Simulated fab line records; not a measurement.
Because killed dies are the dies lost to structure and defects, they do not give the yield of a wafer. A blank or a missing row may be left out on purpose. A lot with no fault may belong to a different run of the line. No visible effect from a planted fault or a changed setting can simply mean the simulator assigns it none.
fab line records	flow sky130
record: lots: 5	wafers: 15	last_day: 50
route steps=708 shown CAPM@539 METAL3@555
lots untouched by any fault: they come from a run of this same line in which no faults occurred
start_h: start of the lot's first displayed wafer, in hours after the record's first day	wait_h: time in hours since the lot's previous step	" same as the row above	L1.1+2: one row covering several wafers at once	- no value, or no start was given	* or withheld: withheld	< > ~ a bound
route shown NAME@n: a module of which the file shows steps, and the number in the route of the first	usual: mean and standard deviation over wafers with no fault	same: alike in all rows	chamber/n: place in a boat	sites: per-site readings	_std_site: standard deviation of those values	_edge_site: mean of outer sites minus mean of inner sites	radius_mm: how far each site lies from the wafer's centre	mask NAME#n: copy n	behind: the most recent tool/chamber to have shaped the wafer	hold: what put the lot on hold/how long, in hours/how the hold closed	device: whichever transistor did not switch (one of n, p or np)	end of line: the route-end tests of the same wafers	for a step that has no rows: nothing shown but its recipe	killed: dies that structure and defects cost at the first sort, which is not the same as the wafer's yield	map: dies across one wafer; x = killed, . = not, _ = none there
set.NAME: setting as actually run; set.NAME@STEP: the setting as run at that earlier step	model.NAME: the simulator's own value behind a step, which no gauge read
certain route steps with their lots: each step a table, each wafer a row
services: a tool's chamber out of use, with start hour (start_h, from the record's first day; less than 0 if before it), hours out, and reason
== steps ==
step: SKY_CAPM_SPUTTER_02
recipe: material: TiN	target_thk_nm: 200	temp_c: 300	power_w: 6500	time_s: 166.7	chamber_pressure_pa: 0.4
usual: throttle_valve_pct: 30.3/1.3
lot.wafer	tool	chamber	start_h	wait_h	throttle_valve_pct
L080.1	pvd_sputter-02	-	893.89	0.1	29.8
L080.4	"	-	"	"	29.9
L080.6	"	-	"	"	26.8
L081.1	pvd_sputter-04	-	900.76	0.1	29.4
L081.2	"	-	"	"	31.5
L081.6	"	-	"	"	31.8
L092.1	pvd_sputter-03	-	983.93	0.1	30.6
L092.4	"	-	"	"	30.1
L092.6	"	-	"	"	29.4
L095.2	pvd_sputter-04	-	1000.42	0.0	31.7
L095.4	"	-	"	"	31.7
L095.5	"	-	"	"	30.0
L096.2	pvd_sputter-02	-	1001.89	0.0	29.8
L096.4	"	-	"	"	29.4
L096.6	"	-	"	"	29.6
step: SKY_CAPM_RS_MEAS_03
recipe: thk_meas_gauge: four-point-probe	reads: TiN_of_CAPM_SPUTTER_02
usual: CAPM_TIN_RS: 6.96/0.078
lot.wafer	tool	chamber	start_h	wait_h	CAPM_TIN_RS[ohm/sq]
L080.1	film_metro-04	-	894.00	0.1	6.93
L080.4	"	-	"	"	6.94
L080.6	"	-	"	"	7.03
L081.1	film_metro-02	-	900.87	0.1	6.95
L081.2	"	-	"	"	6.96
L081.6	"	-	"	"	6.90
L092.1	film_metro-03	-	984.04	0.1	6.99
L092.4	"	-	"	"	7.00
L092.6	"	-	"	"	7.03
L095.2	film_metro-02	-	1000.54	0.1	6.94
L095.4	"	-	"	"	6.86
L095.5	"	-	"	"	6.89
L096.2	film_metro-03	-	1002.02	0.1	6.87
L096.4	"	-	"	"	6.92
L096.6	"	-	"	"	6.92
step: SKY_CAPM_THK_MEAS_04
recipe: thk_meas_gauge: xrf	reads: TiN_of_CAPM_SPUTTER_02
usual: CAPM_TIN_THK: 193.1/2.5
lot.wafer	tool	chamber	start_h	wait_h	CAPM_TIN_THK[nm]
L080.1	film_metro-04	-	894.12	0.1	193.8
L080.4	"	-	"	"	193.4
L080.6	"	-	"	"	191.7
L081.1	film_metro-02	-	900.99	0.1	194.0
L081.2	"	-	"	"	193.8
L081.6	"	-	"	"	195.1
L092.1	film_metro-03	-	984.16	0.1	189.6
L092.4	"	-	"	"	190.6
L092.6	"	-	"	"	189.7
L095.2	film_metro-02	-	1000.65	0.1	194.0
L095.4	"	-	"	"	195.5
L095.5	"	-	"	"	195.8
L096.2	film_metro-03	-	1002.13	0.1	194.4
L096.4	"	-	"	"	192.1
L096.6	"	-	"	"	192.1
step: SKY_CAPM_DEHYDRATE_05
recipe: temp_c: 200	time_s: 60
lot.wafer	tool	chamber	start_h	wait_h
L080.1+4+6	litho_track-03	0	905.52	11.4
L081.1+2+6	litho_track-01	0	913.15	12.2
L092.1+4+6	litho_track-02	0	995.37	11.2
L095.2+4+5	litho_track-01	0	1011.68	11.0
L096.2+4+6	litho_track-02	0	1013.54	11.4
step: SKY_CAPM_HMDS_06
recipe: prime_time_s: 60	prime_temp_c: 120
lot.wafer	tool	chamber	start_h	wait_h
L080.1+4+6	litho_track-03	0	905.67	0.1
L081.1+2+6	litho_track-01	0	913.30	0.1
L092.1+4+6	litho_track-02	0	995.52	0.1
L095.2+4+5	litho_track-01	0	1011.83	0.1
L096.2+4+6	litho_track-02	0	1013.69	0.1
step: SKY_CAPM_COAT_07
recipe: resist: NOVOLAK	spin_rpm: 3000	resist_thk_nm: 1140
lot.wafer	tool	chamber	start_h	wait_h
L080.1+4+6	litho_track-03	0	905.82	0.1
L081.1+2+6	litho_track-01	0	913.45	0.1
L092.1+4+6	litho_track-02	0	995.67	0.1
L095.2+4+5	litho_track-01	0	1011.98	0.1
L096.2+4+6	litho_track-02	0	1013.84	0.1
step: SKY_CAPM_SOFTBAKE_08
recipe: temp_c: 90	time_s: 60	resist: NOVOLAK
lot.wafer	tool	chamber	start_h	wait_h
L080.1+4+6	litho_track-03	0	905.97	0.1
L081.1+2+6	litho_track-01	0	913.60	0.1
L092.1+4+6	litho_track-02	0	995.82	0.1
L095.2+4+5	litho_track-01	0	1012.13	0.1
L096.2+4+6	litho_track-02	0	1013.99	0.1
step: SKY_CAPM_EXPOSE_09
recipe: mask_id: CAPM	na: 0.6	source_shape: conventional	sigma_outer: 0.6	polarization: unpolarized	target_cd_nm: 1000	dose_mj: 159
usual: reticle_temp_C: 23.00/0.12
lot.wafer	tool	chamber	start_h	wait_h	mask	reticle_temp_C
L080.1	iline_stepper-01	0	-	-	CAPM#0	22.81
L080.4	"	0	"	"	CAPM#0	22.79
L080.6	"	0	"	"	CAPM#0	23.01
L081.1	iline_stepper-01	0	-	-	CAPM#0	23.13
L081.2	"	0	"	"	CAPM#0	23.32
L081.6	"	0	"	"	CAPM#0	23.26
L092.1	iline_stepper-01	0	-	-	CAPM#0	22.79
L092.4	"	0	"	"	CAPM#0	22.82
L092.6	"	0	"	"	CAPM#0	23.05
L095.2	iline_stepper-01	0	-	-	CAPM#0	22.86
L095.4	"	0	"	"	CAPM#0	22.90
L095.5	"	0	"	"	CAPM#0	22.82
L096.2	iline_stepper-02	0	-	-	CAPM#0	22.92
L096.4	"	0	"	"	CAPM#0	23.00
L096.6	"	0	"	"	CAPM#0	22.93
step: SKY_CAPM_PEB_10
recipe: temp_c: withheld	time_s: *	resist: NOVOLAK
lot.wafer	tool	chamber	start_h	wait_h
L080.1+4+6	litho_track-01	0	-	-
L081.1+2+6	litho_track-02	0	-	-
L092.1+4+6	litho_track-01	0	-	-
L095.2+4+5	litho_track-01	0	-	-
L096.2+4+6	litho_track-02	0	-	-
step: SKY_CAPM_DEVELOP_11
recipe: resist: NOVOLAK	developer: TMAH	develop_time_s: 60	dev_temp_c: 23
lot.wafer	tool	chamber	start_h	wait_h
L080.1+4+6	litho_track-01	0	918.25	0.1
L081.1+2+6	litho_track-02	0	925.97	0.1
L092.1+4+6	litho_track-01	0	1006.70	0.1
L095.2+4+5	litho_track-01	0	1023.43	0.1
L096.2+4+6	litho_track-02	0	1024.44	0.1
step: SKY_CAPM_OVL_MEAS_12
usual: CAPM_OVL: 0.4/1.3
lot.wafer	tool	chamber	start_h	wait_h	CAPM_OVL[nm]
L080.1	overlay-02	-	918.40	0.1	-0.2
L080.4	"	-	"	"	-0.8
L080.6	"	-	"	"	1.1
L081.1	overlay-01	-	926.12	0.1	-0.7
L081.2	"	-	"	"	0.4
L081.6	"	-	"	"	-0.2
L092.1	overlay-02	-	1006.85	0.1	1.0
L092.4	"	-	"	"	1.9
L092.6	"	-	"	"	1.1
L095.2	overlay-01	-	1023.56	0.1	1.4
L095.4	"	-	"	"	0.9
L095.5	"	-	"	"	1.5
L096.2	overlay-01	-	1024.57	0.1	-1.2
L096.4	"	-	"	"	-2.1
L096.6	"	-	"	"	-0.9
step: SKY_CAPM_METAL_ETCH_13
recipe: target_depth_nm: 220	stop_on: SiO2	chemistry: Cl2/BCl3	target: TiN	pressure_mtorr: 10	icp_w: 900	bias_w: 48.5	Cl2_flow_sccm: 60	bcl3_flow_sccm: 30	time_s: 62.9
usual: bias_w: 48.49/0.16	chamber_pressure_mTorr: 9.999/0.015	drypump_motor_current_A: 5.5/0.66	mfc_cl2_sccm: 60.00/0.21	oes_product_au: 0.938/0.0073	throttle_valve_pct: 21.905/0.0097
lot.wafer	tool	chamber	start_h	wait_h	bias_w	chamber_pressure_mTorr	drypump_motor_current_A	mfc_cl2_sccm	oes_product_au	rf_hours_counter_h	throttle_valve_pct
L080.1	rie_metal-01	0	918.44	0.0	48.19	10.016	5.6	60.01	0.940	2	21.898
L080.4	"	1	"	"	48.69	9.989	5.1	60.23	0.936	-	21.911
L080.6	"	0	"	"	48.47	9.989	5.6	59.81	0.935	-	21.912
L081.1	rie_metal-03	0	926.15	0.0	48.51	10.008	5.0	60.45	0.946	7	21.897
L081.2	"	1	"	"	48.52	9.999	6.6	60.51	0.936	11	21.907
L081.6	"	1	"	"	48.34	9.986	6.6	60.08	0.942	-	21.914
L092.1	rie_metal-01	1	1006.89	0.0	48.55	10.005	5.1	59.96	0.932	15	21.913
L092.4	"	0	"	"	48.28	9.996	5.6	60.27	0.938	-	21.900
L092.6	"	0	"	"	48.28	10.009	5.6	60.28	0.935	-	21.908
L095.2	rie_metal-01	1	1023.59	0.0	48.57	10.010	5.1	59.62	0.943	16	21.911
L095.4	"	1	"	"	48.38	10.006	5.1	59.98	0.941	-	21.901
L095.5	"	1	"	"	48.34	10.002	5.1	59.88	0.935	-	21.885
L096.2	rie_metal-04	0	1024.60	0.0	48.43	10.009	6.1	60.02	0.931	19	21.889
L096.4	"	0	"	"	48.45	9.997	6.1	59.93	0.936	-	21.900
L096.6	"	0	"	"	48.39	9.999	6.1	59.60	0.935	-	21.899
step: SKY_CAPM_STRIP_14
recipe: chemistry: O2/N2	power_w: 1400	pressure_mtorr: 1500	platen_temp_c: withheld	o2_flow_sccm: 3000	n2_flow_sccm: 300	overash_fraction: 0.5
usual: chamber_pressure_mTorr: 1500.0/1.4	drypump_motor_current_A: 5.10/0.21	n2_flow_sccm: 299.8/0.91	oes_product_au: 0.711/0.0046	strip_time_to_endpoint_s: 12.64/0.042
same: overash_fraction: 0.5
lot.wafer	tool	chamber	start_h	wait_h	chamber_pressure_mTorr	drypump_motor_current_A	n2_flow_sccm	oes_product_au	rf_hours_counter_h	strip_time_to_endpoint_s
L080.1	plasma_asher-03	0	918.52	0.1	1500.1	5.11	299.5	0.718	47	12.68
L080.4	"	0	"	"	1500.1	5.15	299.3	0.708	-	12.60
L080.6	"	1	"	"	1501.1	5.31	298.5	0.713	-	12.66
L081.1	plasma_asher-02	0	926.23	0.1	1497.5	4.75	300.5	0.716	113	12.65
L081.2	"	1	"	"	1501.2	5.03	299.6	0.711	113	12.63
L081.6	"	1	"	"	1499.9	5.03	300.4	0.714	-	12.61
L092.1	plasma_asher-02	0	1006.97	0.1	1502.6	4.75	299.2	0.713	120	12.64
L092.4	"	1	"	"	1500.5	5.03	300.9	0.708	-	12.69
L092.6	"	1	"	"	1500.3	5.03	301.5	0.708	-	12.68
L095.2	plasma_asher-02	1	1023.67	0.1	1501.5	5.02	300.9	0.711	122	12.66
L095.4	"	1	"	"	1498.4	5.03	299.6	0.710	-	12.63
L095.5	"	1	"	"	1500.2	5.03	300.2	0.710	-	12.64
L096.2	plasma_asher-03	1	1024.68	0.1	1497.1	5.29	299.5	0.701	58	12.68
L096.4	"	1	"	"	1498.1	5.31	299.7	0.711	-	12.70
L096.6	"	1	"	"	1501.1	5.29	299.6	0.712	-	12.63
step: SKY_CAPM_STRIP_15
recipe: chemistry: post_etch_residue_remover	time_s: 1249	temp_c: 72.5
lot.wafer	tool	chamber	start_h	wait_h
L080.1+4+6	wet_bench-02	2	918.62	0.1
L081.1+2+6	wet_bench-01	0	926.33	0.1
L092.1+4+6	wet_bench-04	1	1007.07	0.1
L095.2+4+5	wet_bench-01	1	1023.77	0.1
L096.2+4+6	wet_bench-01	1	1024.78	0.1
step: SKY_CAPM_CLEAN_16
recipe: chemistry: IPA	time_s: 180	temp_c: 25
lot.wafer	tool	chamber	start_h	wait_h
L080.1+4+6	wet_bench-01	2	918.96	0.0
L081.1+2+6	wet_bench-04	0	926.67	0.0
L092.1+4+6	wet_bench-01	0	1007.41	0.0
L095.2+4+5	wet_bench-01	3	-	-
L096.2+4+6	wet_bench-04	3	1025.12	0.0
step: SKY_CAPM_CLEAN_17
recipe: chemistry: O3/DIW	dry: n2_spin
lot.wafer	tool	chamber	start_h	wait_h
L080.1+4+6	wet_bench-04	0	919.02	0.0
L081.1+2+6	wet_bench-01	0	926.73	0.0
L092.1+4+6	wet_bench-02	2	1007.47	0.0
L095.2+4+5	wet_bench-01	3	1024.17	0.0
L096.2+4+6	wet_bench-02	0	1025.18	0.0
step: SKY_METAL3_DEHYDRATE_05
recipe: temp_c: 200	time_s: 60
lot.wafer	tool	chamber	start_h	wait_h
L080.1+4+6	litho_track-01	0	929.95	10.8
L081.1+2+6	litho_track-01	0	938.20	11.4
L092.1+4+6	litho_track-02	0	1018.97	11.4
L095.2+4+5	litho_track-04	0	1034.96	10.7
L096.2+4+6	litho_track-04	0	1036.41	11.1
step: SKY_METAL3_HMDS_06
recipe: prime_time_s: 60	prime_temp_c: 120
lot.wafer	tool	chamber	start_h	wait_h
L080.1+4+6	litho_track-01	0	930.10	0.1
L081.1+2+6	litho_track-01	0	938.35	0.1
L092.1+4+6	litho_track-02	0	1019.12	0.1
L095.2+4+5	litho_track-04	0	1035.11	0.1
L096.2+4+6	litho_track-04	0	1036.56	0.1
step: SKY_METAL3_COAT_07
recipe: resist: BARC	temp_c: withheld	time_s: withheld	spin_rpm: 3000	resist_thk_nm: 60
lot.wafer	tool	chamber	start_h	wait_h
L080.1+4+6	litho_track-01	0	930.25	0.1
L081.1+2+6	litho_track-01	0	938.50	0.1
L092.1+4+6	litho_track-02	0	1019.27	0.1
L095.2+4+5	litho_track-04	0	1035.26	0.1
L096.2+4+6	litho_track-04	0	1036.71	0.1
step: SKY_METAL3_COAT_08
recipe: resist: KrF-thick	spin_rpm: 3000	resist_thk_nm: 1140
lot.wafer	tool	chamber	start_h	wait_h
L080.1+4+6	litho_track-01	0	-	-
L081.1+2+6	litho_track-01	0	-	-
L092.1+4+6	litho_track-02	0	-	-
L095.2+4+5	litho_track-04	0	-	-
L096.2+4+6	litho_track-04	0	-	-
step: SKY_METAL3_SOFTBAKE_09
recipe: temp_c: 100	time_s: 90	resist: KrF-thick
lot.wafer	tool	chamber	start_h	wait_h
L080.1+4+6	litho_track-01	0	-	-
L081.1+2+6	litho_track-01	0	-	-
L092.1+4+6	litho_track-02	0	-	-
L095.2+4+5	litho_track-04	0	-	-
L096.2+4+6	litho_track-04	0	-	-
step: SKY_METAL3_EXPOSE_10
recipe: mask_id: MM3	na: 0.68	source_shape: annular	sigma_inner: 0.4	sigma_outer: 0.8	target_cd_nm: 300	dose_mj: 28
usual: reticle_temp_C: 23.00/0.098
lot.wafer	tool	chamber	start_h	wait_h	mask	reticle_temp_C
L080.1	krf_scanner-01	0	-	-	MM3#0	23.20
L080.4	"	0	"	"	MM3#0	23.08
L080.6	"	0	"	"	MM3#0	23.17
L081.1	krf_scanner-01	0	-	-	MM3#0	23.11
L081.2	"	0	"	"	MM3#0	22.99
L081.6	"	0	"	"	MM3#0	23.00
L092.1	krf_scanner-01	0	-	-	MM3#0	23.16
L092.4	"	0	"	"	MM3#0	23.01
L092.6	"	0	"	"	MM3#0	23.06
L095.2	krf_scanner-01	0	-	-	MM3#0	23.04
L095.4	"	0	"	"	MM3#0	23.04
L095.5	"	0	"	"	MM3#0	22.91
L096.2	krf_scanner-02	0	-	-	MM3#0	22.92
L096.4	"	0	"	"	MM3#0	22.99
L096.6	"	0	"	"	MM3#0	23.01
step: SKY_METAL3_PEB_11
recipe: peb_temp_c: withheld	peb_time_s: withheld	resist: KrF-thick
lot.wafer	tool	chamber	start_h	wait_h
L080.1+4+6	litho_track-04	0	-	-
L081.1+2+6	litho_track-02	0	-	-
L092.1+4+6	litho_track-01	0	-	-
L095.2+4+5	litho_track-01	0	-	-
L096.2+4+6	litho_track-02	0	-	-
step: SKY_METAL3_DEVELOP_12
recipe: develop_time_s: 60	resist: KrF-thick	dev_temp_c: 21
lot.wafer	tool	chamber	start_h	wait_h
L080.1+4+6	litho_track-04	0	-	-
L081.1+2+6	litho_track-02	0	-	-
L092.1+4+6	litho_track-01	0	-	-
L095.2+4+5	litho_track-01	0	-	-
L096.2+4+6	litho_track-02	0	-	-
step: SKY_METAL3_CD_MEAS_13
recipe: target_cd_nm: 300
usual: cd_nm: 300.5/1.4
lot.wafer	tool	chamber	start_h	wait_h	cd_nm
L080.1	cd_sem-01	-	943.53	-	298.3
L080.4	"	-	"	"	299.1
L080.6	"	-	"	"	299.9
L081.1	cd_sem-01	-	950.52	-	298.9
L081.2	"	-	"	"	299.7
L081.6	"	-	"	"	298.6
L092.1	cd_sem-01	-	1030.05	-	298.3
L092.4	"	-	"	"	299.3
L092.6	"	-	"	"	299.2
L095.2	cd_sem-02	-	1046.47	-	301.1
L095.4	"	-	"	"	301.8
L095.5	"	-	"	"	301.8
L096.2	cd_sem-01	-	1048.04	-	301.3
L096.4	"	-	"	"	299.7
L096.6	"	-	"	"	300.8
step: SKY_METAL3_OVL_MEAS_14
usual: METAL3_OVL: 1/5.7
lot.wafer	tool	chamber	start_h	wait_h	METAL3_OVL[nm]
L080.1	overlay-01	-	943.65	0.1	-7
L080.4	"	-	"	"	2
L080.6	"	-	"	"	3
L081.1	overlay-01	-	950.64	0.1	-3
L081.2	"	-	"	"	0
L081.6	"	-	"	"	3
L092.1	overlay-01	-	1030.17	0.1	4
L092.4	"	-	"	"	8
L092.6	"	-	"	"	5
L095.2	overlay-01	-	1046.58	0.1	6
L095.4	"	-	"	"	3
L095.5	"	-	"	"	-6
L096.2	overlay-01	-	1048.14	0.1	5
L096.4	"	-	"	"	8
L096.6	"	-	"	"	-2
step: SKY_METAL3_DESCUM_15
recipe: chemistry: O2	source_power_w: 150	bias_power_w: 0	pressure_mtorr: 10	temp_c: 40	time_s: 8
usual: chamber_pressure_mTorr: 9.999/0.0088	drypump_motor_current_A: 5.5/0.61	oes_product_au: 1.001/0.0093
same: bias_power_w: 0
lot.wafer	tool	chamber	start_h	wait_h	chamber_pressure_mTorr	drypump_motor_current_A	oes_product_au	rf_hours_counter_h
L080.1	rie_metal-03	1	943.69	0.0	10.003	6.6	1.015	11
L080.4	"	0	"	"	10.012	5.1	0.997	-
L080.6	"	0	"	"	9.993	5.0	0.988	-
L081.1	rie_metal-01	1	950.67	0.0	9.985	5.1	1.016	12
L081.2	"	0	"	"	10.010	5.6	1.004	4
L081.6	"	1	"	"	9.988	5.1	1.009	-
L092.1	rie_metal-03	0	1030.21	0.0	9.990	5.1	1.002	13
L092.4	"	1	"	"	10.001	6.7	1.002	-
L092.6	"	0	"	"	9.993	5.1	1.001	-
L095.2	rie_metal-02	1	1046.61	0.0	10.004	5.3	1.004	6
L095.4	"	0	"	"	9.982	5.1	1.009	-
L095.5	"	0	"	"	9.998	5.1	0.995	-
L096.2	rie_metal-02	1	1048.17	0.0	9.997	5.3	1.008	6
L096.4	"	1	"	"	9.998	5.3	0.997	-
L096.6	"	0	"	"	9.989	5.1	1.007	-
step: SKY_METAL3_ETCH_16
recipe: chemistry: N2/H2	target: BARC	ion_energy_ev: 200	bias_w: 100	pressure_mtorr: 30	n2_flow_sccm: 100	h2_flow_sccm: 200	icp_w: 500	stop_on: SiO2	time_s: 88.2	target_depth_a: 600
usual: bias_w: 100.02/0.28	chamber_pressure_mTorr: 29.997/0.026	drypump_motor_current_A: 5.5/0.61	n2_flow_sccm: 100.01/0.27	oes_product_au: 0.625/0.0047	throttle_valve_pct: 13.204/0.0091
lot.wafer	tool	chamber	start_h	wait_h	bias_w	chamber_pressure_mTorr	drypump_motor_current_A	n2_flow_sccm	oes_product_au	rf_hours_counter_h	throttle_valve_pct
L080.1	rie_metal-03	1	943.72	0.0	99.69	30.001	6.7	100.37	0.626	11	13.200
L080.4	"	0	"	"	99.96	30.007	5.0	100.11	0.629	-	13.213
L080.6	"	0	"	"	99.61	29.977	5.1	99.95	0.627	-	13.210
L081.1	rie_metal-01	1	950.70	0.0	99.88	29.992	5.1	100.30	0.620	12	13.193
L081.2	"	0	"	"	99.81	29.979	5.6	99.89	0.624	4	13.210
L081.6	"	1	"	"	99.77	30.009	5.1	100.07	0.625	-	13.199
L092.1	rie_metal-03	0	1030.24	0.0	100.25	29.978	5.1	99.54	0.621	13	13.201
L092.4	"	1	"	"	99.44	30.000	6.7	99.66	0.629	-	13.205
L092.6	"	0	"	"	100.10	30.014	5.0	99.81	0.624	-	13.209
L095.2	rie_metal-02	1	1046.64	0.0	100.18	30.037	5.3	100.25	0.627	6	13.209
L095.4	"	0	"	"	99.91	29.989	5.1	100.21	0.633	-	13.201
L095.5	"	0	"	"	100.07	29.978	5.1	100.26	0.615	-	13.207
L096.2	rie_metal-02	1	1048.21	0.0	100.13	29.996	5.3	99.91	0.619	6	13.197
L096.4	"	1	"	"	100.07	29.966	5.3	99.82	0.627	-	13.204
L096.6	"	0	"	"	100.04	30.003	5.2	99.71	0.624	-	13.217
== services ==
tool	chamber	start_h	hours	kind
iline_stepper-02	-	873.44	1.8	repair
krf_scanner-01	-	881.97	0.3	repair
pvd_sputter-04	-	886.14	12.2	repair
krf_scanner-01	-	893.98	1.3	pm
pvd_sputter-03	-	894.75	8.1	repair
pvd_sputter-04	-	902.64	3.2	repair
rie_metal-02	-	903.07	0.6	repair
plasma_asher-03	-	908.74	1.4	repair
plasma_asher-02	-	910.57	7.0	repair
iline_stepper-01	-	914.00	4.4	pm
wet_bench-04	-	917.00	0.7	repair
plasma_asher-02	-	939.75	2.7	repair
krf_scanner-01	-	941.85	0.8	pm
krf_scanner-01	-	942.60	3.0	pm
rie_metal-03	1	949.30	9.8	repair
pvd_sputter-02	-	964.05	6.7	repair
rie_metal-02	1	976.48	4.3	repair
iline_stepper-01	-	979.46	1.7	pm
iline_stepper-01	-	985.01	5.8	repair
pvd_sputter-02	-	985.63	2.1	repair
plasma_asher-02	-	994.81	2.2	repair
krf_scanner-01	-	1010.44	1.0	pm
plasma_asher-02	-	1012.49	1.0	repair
pvd_sputter-04	-	1035.10	1.0	repair
== key ==
fault none
